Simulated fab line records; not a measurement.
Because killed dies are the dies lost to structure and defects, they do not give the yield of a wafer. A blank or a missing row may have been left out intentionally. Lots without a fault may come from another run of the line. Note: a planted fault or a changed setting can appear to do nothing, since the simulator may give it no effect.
Lot-split experiment | flow gf180mcu | 5 lots, 23 wafers read, on a route of 602 steps

== ABOUT THE SPLIT ==
At GF_HV_LDD_DEVELOP_30 (develop time 60 s), the setting develop-time-s was moved away from the recipe's 60 s on 10 of the 23 wafers read, by -10.8% to +13.4%. This setting was run at the recipe's value on the other wafers.

Between the split and the reading, the file records no step.

== THE READING ==
cd-nm at GF_HV_LDD_CD_MEAS_31, given in nm (cd target 400 nm). On this fab line, fault-free wafers typically give 399.8 nm with a standard deviation of 1.9 nm.

wafer  | tool, chamber at the split | develop-time-s as run, s | against the recipe | cd-nm, nm | against lot-mates on the recipe
L076.2 | litho-track-04, 0          | 60                       | recipe             | 401.6     | -
L076.3 | litho-track-04, 0          | 60                       | recipe             | 397.6     | -
L076.4 | litho-track-04, 0          | 60                       | recipe             | 398.6     | -
L077.1 | litho-track-01, 0          | 53.54                    | -10.8%             | 382.5     | -15.1
L077.2 | litho-track-01, 0          | 60                       | recipe             | 399.1     | -
L077.3 | litho-track-01, 0          | 60                       | recipe             | 395.8     | -
L077.4 | litho-track-01, 0          | 60                       | recipe             | 397.9     | -
L077.5 | litho-track-01, 0          | 53.54                    | -10.8%             | 382.4     | -15.2
L080.1 | litho-track-01, 0          | 68.01                    | +13.4%             | 417.9     | +17.8
L080.2 | litho-track-01, 0          | 60                       | recipe             | 397.6     | -
L080.3 | litho-track-01, 0          | 68.01                    | +13.4%             | 416.4     | +16.2
L080.4 | litho-track-01, 0          | 60                       | recipe             | 402.7     | -
L080.6 | litho-track-01, 0          | 68.01                    | +13.4%             | 409.5     | +9.4
L082.1 | litho-track-04, 0          | 60                       | recipe             | 394.0     | -
L082.2 | litho-track-04, 0          | 64.55                    | +7.6%              | 400.0     | +3.1
L082.3 | litho-track-04, 0          | 64.55                    | +7.6%              | 404.4     | +7.5
L082.4 | litho-track-04, 0          | 60                       | recipe             | 399.8     | -
L082.6 | litho-track-04, 0          | 64.55                    | +7.6%              | 401.4     | +4.5
L083.2 | litho-track-04, 0          | 55.09                    | -8.2%              | 391.2     | -6.4
L083.3 | litho-track-04, 0          | 60                       | recipe             | 398.2     | -
L083.4 | litho-track-04, 0          | 60                       | recipe             | 397.4     | -
L083.5 | litho-track-04, 0          | 60                       | recipe             | 397.2     | -
L083.6 | litho-track-04, 0          | 55.09                    | -8.2%              | 388.2     | -9.4

FIT RESULTS
A straight line over all 23 wafers: cd-nm changes by +1.15 nm for each +1% of develop-time-s; r = +0.93; the points scatter about the line by 3.1 nm.
The same after taking each lot's own level away (the mean of its wafers on the recipe; 23 wafers): +1.09 nm for each +1%; r = +0.95; scatter 2.6 nm.
The reading moves by 14 nm for the largest change in develop-time-s, on that fit.
From 396.90 to 400.15 nm: that is the span of the lots' own levels, equal to 1.7 times the standard deviation above.
So the lot-to-lot level changes the slope little: the two slopes agree.
Check: +13 nm against its lot-mates is what the line predicts for one of the wafers moved furthest among these (+13.4%) when that wafer is left out of the fit. It came out at +17.8 nm against them.

== THE FILE'S OWN FIT ==
cd-nm changes by +1.1 nm for each +1% of develop-time-s, r = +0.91.
